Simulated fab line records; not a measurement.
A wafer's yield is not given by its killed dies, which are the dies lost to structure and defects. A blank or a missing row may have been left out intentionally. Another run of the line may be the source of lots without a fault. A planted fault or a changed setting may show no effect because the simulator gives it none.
fab line records -- flow sky130
[record] lots = 11, wafers = 32, last_day = 50
route steps=708 shown METAL2@488 VIA2@510 METAL3@534 CAPM@549
lots that met no fault: from a run of the same line without faults
start_h: start of the lot's first displayed wafer, in hours after the record's first day -- wait_h: time in hours since the lot's previous step -- " unchanged from the row above -- L1.1+2: one row covering several wafers at once -- - either no value or no given start -- * or withheld: withheld -- < > ~ a bound
route shown NAME@n: NAME is a module with steps in the file, n the number in the route of the first one -- usual: the fault-free wafers' mean and standard deviation -- same: alike in all rows -- chamber/n: place in a boat -- sites: each site's reading -- _std_site: standard deviation of those values -- _edge_site: the outer-site mean with the inner-site mean subtracted -- radius_mm: for every site, how far away it sits from the centre of the wafer -- mask NAME#n: copy n -- behind: the last tool/chamber to shape the wafer -- hold: reason for holding the lot/hours on hold/outcome of the hold -- device: transistor that didn't switch, given as n, p or np -- end of line: the same wafers' tests at the end of the route -- a step given without rows: its recipe and nothing more -- killed: count of dies lost to structure and defects at first sort (not the wafer's yield) -- map: a wafer's dies, x killed, . not, _ none there
set.NAME: the setting that was run; set.NAME@STEP: the one run at that earlier step -- model.NAME: the simulator's own value behind a step, which no gauge read
a sample of lots followed through the steps of the route, with each step as a table and each wafer as a row
services: the hour from which a tool's chamber was out of use, counted from the record's first day as start_h (under 0 if before that day), plus the number of hours and why
[[steps]]
[step SKY_METAL2_RS_MEAS_05]
[recipe] thk_meas_gauge = four-point-probe, reads = TiN_of_METAL2_SPUTTER_04+Ti_of_METAL2_SPUTTER_03+AlCu_of_METAL2_SPUTTER_02+TiN_of_METAL2_SPUTTER_01+Ti_of_METAL2_SPUTTER_00
[usual] METAL2_ALCU_RS = 0.1268/0.0014
lot.wafer,tool,chamber,start_h,wait_h,METAL2_ALCU_RS[ohm/sq]
L276.1,film_metro-03,-,804.36,0.0,0.1282
L276.2,film_metro-03,-,804.36,0.0,0.1295
L276.6,film_metro-03,-,804.36,0.0,0.1299
L277.1,film_metro-03,-,813.39,0.0,0.1271
L277.3,film_metro-03,-,813.39,0.0,0.1255
L277.4,film_metro-03,-,813.39,0.0,0.1266
L280.1,film_metro-03,-,844.77,0.0,0.1275
L280.3,film_metro-03,-,844.77,0.0,0.1250
L280.6,film_metro-03,-,844.77,0.0,0.1253
L281.2,film_metro-04,-,845.66,0.0,0.1265
L281.5,film_metro-04,-,845.66,0.0,0.1262
L281.6,film_metro-04,-,845.66,0.0,0.1258
L282.2,film_metro-03,-,847.51,0.0,0.1259
L282.3,film_metro-03,-,847.51,0.0,0.1277
L282.4,film_metro-03,-,847.51,0.0,0.1265
L283.1,film_metro-02,-,878.60,0.0,0.1282
L283.2,film_metro-02,-,878.60,0.0,0.1289
L283.5,film_metro-02,-,878.60,0.0,0.1281
L284.1,film_metro-03,-,880.72,0.0,0.1263
L284.2,film_metro-03,-,880.72,0.0,0.1283
L284.5,film_metro-03,-,880.72,0.0,0.1275
L286.1,film_metro-03,-,885.88,0.0,0.1253
L286.2,film_metro-03,-,885.88,0.0,0.1281
L286.3,film_metro-03,-,885.88,0.0,0.1270
L287.4,film_metro-04,-,893.15,0.1,0.1255
L287.6,film_metro-04,-,893.15,0.1,0.1261
L288.1,film_metro-02,-,911.29,0.0,0.1274
L288.2,film_metro-02,-,911.29,0.0,0.1282
L288.6,film_metro-02,-,911.29,0.0,0.1269
L297.2,film_metro-02,-,963.00,0.0,0.1265
L297.4,film_metro-02,-,963.00,0.0,0.1274
L297.6,film_metro-02,-,963.00,0.0,0.1283
[step SKY_VIA2_BOW_MEAS_03]
[recipe] mode = bow
[usual] VIA2_BOW = 85/7.1
lot.wafer,tool,chamber,start_h,wait_h,VIA2_BOW[um]
L276.1,film_metro-01,-,832.74,0.1,82
L276.2,film_metro-01,-,832.74,0.1,91
L276.6,film_metro-01,-,832.74,0.1,90
L277.1,film_metro-01,-,841.65,0.2,94
L277.3,film_metro-01,-,841.65,0.2,88
L277.4,film_metro-01,-,841.65,0.2,88
L280.1,film_metro-04,-,872.75,0.1,93
L280.3,film_metro-04,-,872.75,0.1,82
L280.6,film_metro-04,-,872.75,0.1,100
L281.2,film_metro-01,-,873.58,0.2,86
L281.5,film_metro-01,-,873.58,0.2,94
L281.6,film_metro-01,-,873.58,0.2,85
L282.2,film_metro-01,-,875.46,0.3,62
L282.3,film_metro-01,-,875.46,0.3,82
L282.4,film_metro-01,-,875.46,0.3,83
L283.1,film_metro-02,-,905.31,0.2,85
L283.2,film_metro-02,-,905.31,0.2,100
L283.5,film_metro-02,-,905.31,0.2,79
L284.1,film_metro-04,-,907.15,0.2,106
L284.2,film_metro-04,-,907.15,0.2,87
L284.5,film_metro-04,-,907.15,0.2,97
L286.1,film_metro-02,-,913.19,0.1,96
L286.2,film_metro-02,-,913.19,0.1,104
L286.3,film_metro-02,-,913.19,0.1,84
L287.4,film_metro-02,-,919.73,0.3,83
L287.6,film_metro-02,-,919.73,0.3,86
L288.1,film_metro-02,-,938.27,0.2,79
L288.2,film_metro-02,-,938.27,0.2,85
L288.6,film_metro-02,-,938.27,0.2,81
L297.2,film_metro-02,-,988.36,0.2,81
L297.4,film_metro-02,-,988.36,0.2,82
L297.6,film_metro-02,-,988.36,0.2,87
[step SKY_METAL3_SPUTTER_02]
[recipe] material = AlCu, target_thk_nm = 735, power_w = 10600, time_s = 39.1, chamber_pressure_pa = 0.4
[usual] cathode_dc_power_W = 10600/1.8, throttle_valve_pct = 30.0/0.66
lot.wafer,tool,chamber,start_h,wait_h,cathode_dc_power_W,throttle_valve_pct
L276.1,pvd_sputter-03,-,861.74,0.0,10598,30.2
L276.2,pvd_sputter-03,-,861.74,0.0,10599,30.8
L276.6,pvd_sputter-03,-,861.74,0.0,10600,30.9
L277.1,pvd_sputter-03,-,869.23,0.0,10599,29.6
L277.3,pvd_sputter-03,-,869.23,0.0,10601,30.3
L277.4,pvd_sputter-03,-,869.23,0.0,10603,30.4
L280.1,pvd_sputter-03,-,899.71,0.0,10601,30.2
L280.3,pvd_sputter-03,-,899.71,0.0,10600,29.5
L280.6,pvd_sputter-03,-,899.71,0.0,10601,30.5
L281.2,pvd_sputter-03,-,901.26,0.0,10599,29.3
L281.5,pvd_sputter-03,-,901.26,0.0,10602,29.3
L281.6,pvd_sputter-03,-,901.26,0.0,10601,30.0
L282.2,pvd_sputter-01,-,902.71,0.0,10597,31.0
L282.3,pvd_sputter-01,-,902.71,0.0,10601,29.7
L282.4,pvd_sputter-01,-,902.71,0.0,10600,29.2
L283.1,pvd_sputter-01,-,932.41,0.0,10599,29.5
L283.2,pvd_sputter-01,-,932.41,0.0,10600,29.7
L283.5,pvd_sputter-01,-,932.41,0.0,10601,31.1
L284.1,pvd_sputter-01,-,933.58,0.0,10600,30.9
L284.2,pvd_sputter-01,-,933.58,0.0,10600,29.7
L284.5,pvd_sputter-01,-,933.58,0.0,10602,29.3
L286.1,pvd_sputter-01,-,940.36,0.0,10598,31.1
L286.2,pvd_sputter-01,-,940.36,0.0,10599,29.3
L286.3,pvd_sputter-01,-,940.36,0.0,10596,28.8
L287.4,pvd_sputter-01,-,946.60,0.0,11411,30.9
L287.6,pvd_sputter-01,-,946.60,0.0,11410,29.3
L288.1,pvd_sputter-01,-,964.60,0.0,11409,29.6
L288.2,pvd_sputter-01,-,964.60,0.0,11410,29.9
L288.6,pvd_sputter-01,-,964.60,0.0,11413,28.9
L297.2,pvd_sputter-03,-,1013.67,0.0,10599,31.0
L297.4,pvd_sputter-03,-,1013.67,0.0,10600,30.1
L297.6,pvd_sputter-03,-,1013.67,0.0,10602,30.5
[step SKY_CAPM_OVL_MEAS_12]
[usual] CAPM_OVL = 0.3/2.1
lot.wafer,tool,chamber,start_h,wait_h,CAPM_OVL[nm]
L276.1,overlay-01,-,888.48,0.1,-1.1
L276.2,overlay-01,-,888.48,0.1,-1.6
L276.6,overlay-01,-,888.48,0.1,-1.8
L277.1,overlay-02,-,894.87,0.1,-1.2
L277.3,overlay-02,-,894.87,0.1,-0.4
L277.4,overlay-02,-,894.87,0.1,-0.2
L280.1,overlay-01,-,924.99,0.1,5.1
L280.3,overlay-01,-,924.99,0.1,5.0
L280.6,overlay-01,-,924.99,0.1,3.5
L281.2,overlay-01,-,926.74,0.1,0.4
L281.5,overlay-01,-,926.74,0.1,0.3
L281.6,overlay-01,-,926.74,0.1,1.1
L282.2,overlay-02,-,927.34,0.1,-0.3
L282.3,overlay-02,-,927.34,0.1,-2.1
L282.4,overlay-02,-,927.34,0.1,0.5
L283.1,overlay-02,-,957.38,0.1,1.4
L283.2,overlay-02,-,957.38,0.1,2.1
L283.5,overlay-02,-,957.38,0.1,0.7
L284.1,overlay-01,-,958.28,0.1,-2.2
L284.2,overlay-01,-,958.28,0.1,-1.0
L284.5,overlay-01,-,958.28,0.1,-1.6
L286.1,overlay-01,-,964.49,0.1,0.9
L286.2,overlay-01,-,964.49,0.1,-0.1
L286.3,overlay-01,-,964.49,0.1,-1.6
L287.4,overlay-02,-,971.44,0.1,0.1
L287.6,overlay-02,-,971.44,0.1,0.8
L288.1,overlay-02,-,988.37,0.1,-3.4
L288.2,overlay-02,-,988.37,0.1,-2.4
L288.6,overlay-02,-,988.37,0.1,-4.2
L297.2,overlay-01,-,1035.94,0.1,3.1
L297.4,overlay-01,-,1035.94,0.1,2.6
L297.6,overlay-01,-,1035.94,0.1,2.1
[step SKY_METAL3_METAL_ETCH_18]
[recipe] target_depth_a = 8450, stop_on = SiO2, over_etch_frac = 0.3, time_s = 183.1, chemistry = Cl2/BCl3, resist_sidewall_deg = 88, pressure_mtorr = 10, icp_w = 900, bias_w = 48.5, Cl2_flow_sccm = 60, bcl3_flow_sccm = 30
[usual] drypump_motor_current_A = 5.4/0.35, oes_product_au = 0.867/0.0067, throttle_valve_pct = 22.264/0.0088
[same] over_etch_frac = 0.3
lot.wafer,tool,chamber,start_h,wait_h,drypump_motor_current_A,oes_product_au,rf_hours_counter_h,throttle_valve_pct
L276.1,rie_metal-03,1,914.62,0.0,5.7,0.861,9,22.264
L276.2,rie_metal-03,0,914.62,0.0,5.2,0.862,8,22.254
L276.6,rie_metal-03,1,914.62,0.0,5.7,0.853,-,22.261
L277.1,rie_metal-03,0,921.73,0.0,5.2,0.871,8,22.272
L277.3,rie_metal-03,1,921.73,0.0,5.7,0.860,-,22.274
L277.4,rie_metal-03,0,921.73,0.0,5.2,0.856,-,22.265
L280.1,rie_metal-01,1,951.12,0.0,5.1,0.869,10,22.262
L280.3,rie_metal-01,1,951.12,0.0,5.1,0.867,-,22.247
L280.6,rie_metal-01,1,951.12,0.0,5.1,0.867,-,22.264
L281.2,rie_metal-03,1,952.07,0.0,5.7,0.877,11,22.285
L281.5,rie_metal-03,0,952.07,0.0,5.2,0.874,-,22.249
L281.6,rie_metal-03,1,952.07,0.0,5.7,0.870,-,22.257
L282.2,rie_metal-02,1,953.16,0.0,5.3,0.863,9,22.250
L282.3,rie_metal-02,0,953.16,0.0,6.2,0.873,-,22.266
L282.4,rie_metal-02,1,953.16,0.0,5.3,0.866,-,22.263
L283.1,rie_metal-01,1,982.23,0.0,5.1,0.865,13,22.268
L283.2,rie_metal-01,0,982.23,0.0,5.2,0.865,1,22.268
L283.5,rie_metal-01,0,982.23,0.0,5.2,0.866,-,22.269
L284.1,rie_metal-02,1,983.39,0.0,5.3,0.873,11,22.260
L284.2,rie_metal-02,0,983.39,0.0,6.2,0.874,13,22.262
L284.5,rie_metal-02,0,983.39,0.0,6.2,0.876,-,22.256
L286.1,rie_metal-03,1,989.02,0.0,5.7,0.861,13,22.274
L286.2,rie_metal-03,0,989.02,0.0,5.2,0.864,12,22.274
L286.3,rie_metal-03,1,989.02,0.0,5.7,0.874,-,22.251
L287.4,rie_metal-03,0,996.23,0.1,5.2,0.893,-,22.269
L287.6,rie_metal-03,0,996.23,0.1,5.2,0.909,-,22.258
L288.1,rie_metal-03,0,1013.14,0.0,5.2,0.897,13,22.255
L288.2,rie_metal-03,1,1013.14,0.0,5.7,0.897,14,22.263
L288.6,rie_metal-03,0,1013.14,0.0,5.2,0.910,-,22.250
L297.2,rie_metal-03,0,1059.07,0.0,5.2,0.865,16,22.264
L297.4,rie_metal-03,0,1059.07,0.0,5.2,0.866,-,22.251
L297.6,rie_metal-03,1,1059.07,0.0,5.7,0.873,-,22.267
[[services]]
tool,chamber,start_h,hours,kind
rie_metal-03,-,838.77,28.1,pm
rie_metal-03,0,874.67,4.1,repair
rie_metal-03,1,882.64,4.7,repair
rie_metal-03,-,888.46,4.3,repair
pvd_sputter-03,-,907.85,36.5,repair
pvd_sputter-01,1,933.69,-,consumable_replace:kit
pvd_sputter-01,1,933.69,18.0,scheduled_down
pvd_sputter-01,1,933.69,18.0,vent_cycle
rie_metal-01,0,936.57,-,clean
rie_metal-01,0,936.57,26.3,scheduled_down
rie_metal-01,0,936.57,26.3,vent_cycle
pvd_sputter-03,2,950.96,-,consumable_replace:kit
pvd_sputter-03,2,950.96,18.0,scheduled_down
pvd_sputter-03,2,950.96,18.0,vent_cycle
pvd_sputter-01,-,996.94,1.3,repair
rie_metal-01,-,997.10,0.6,repair
pvd_sputter-03,1,1042.94,-,consumable_replace:kit
pvd_sputter-03,1,1042.94,18.0,scheduled_down
pvd_sputter-03,1,1042.94,18.0,vent_cycle
rie_metal-02,1,1055.48,7.9,repair
[[key]]
[first_sign] step = SKY_METAL3_SPUTTER_02, reading = cathode_dc_power_W, direction = up, sigmas = 99+, usual = 10600, struck = 11410
[effect] step = SKY_METAL3_METAL_ETCH_18, reading = oes_product_au, direction = up, sigmas = 5.1, usual = 0.867, struck = 0.901
met_at SKY_METAL3_SPUTTER_02
struck_lots L287,L288
not_acting_at SKY_METAL2_RS_MEAS_05,SKY_VIA2_BOW_MEAS_03,SKY_CAPM_OVL_MEAS_12
onset_between 940.36 946.60
[fault] kind = process_parameter_drift, tool = pvd_sputter-01, chamber = -, onset_h = 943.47, steps = SKY_METAL3_SPUTTER_02, channel = power_w, offset = *, shape = step, end_h = 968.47, acts_in = *, stated = *
